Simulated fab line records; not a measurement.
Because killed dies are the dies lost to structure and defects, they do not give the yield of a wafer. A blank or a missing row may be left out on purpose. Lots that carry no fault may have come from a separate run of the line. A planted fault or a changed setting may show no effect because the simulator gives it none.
Matching of chambers	flow sky130	SKY_LI_CONTACT_ETCH_15 on rieDiel-02 has 4 sister chambers
The step etches PSG in C4F8/O2/Ar, stops on Si, target depth 600 nm. 4 wafers are shown with their chamber, then 8 later ones without.

== EACH WAFER AND ITS CHAMBER ==
wafer	chamber	oesProductAu (a.u.)
L083.6	0	0.841
L086.1	1	0.827
L086.3	2	0.844
L089.2	3	0.837

== WAFERS WHOSE CHAMBER IS MISSING ==
wafer	oesProductAu (a.u.)
L089.4	0.838
L089.6	0.844
L094.3	0.841
L094.4	0.832
L094.6	0.828
L096.1	0.834
L096.2	0.842
L096.3	0.835

== WHICH CHAMBER EACH WENT THROUGH ==
wafer	from the rows above	in truth
L089.4	can't be placed: 3 or 0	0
L089.6	can't be placed: 2 or 0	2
L094.3	can't be placed: 0 or 2 or 3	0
L094.4	can't be placed: 1 or 3 or 0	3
L094.6	1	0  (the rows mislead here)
L096.1	can't be placed: 3 or 0 or 1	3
L096.2	can't be placed: 0 or 2 or 3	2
L096.3	can't be placed: 3 or 0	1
0 of 8 placed correctly. Can't be placed from these rows: 7 (the true chamber is among the candidates in 6). Wrongly placed: 1.
How it was worked out, from the rows above alone: a wafer's distance from a chamber is the root of the sum, over the readings, of the square of ((its reading less the chamber's mean) divided by the reading's scatter). If the next closest chamber is less than 2 further off than the closest, the wafer can't be placed; otherwise it belongs to the closest. A chamber's mean is the mean of its shown wafers. The scatter: with one shown wafer a chamber, the root of the mean of the squares of how far each hidden wafer lies from its nearest shown one.
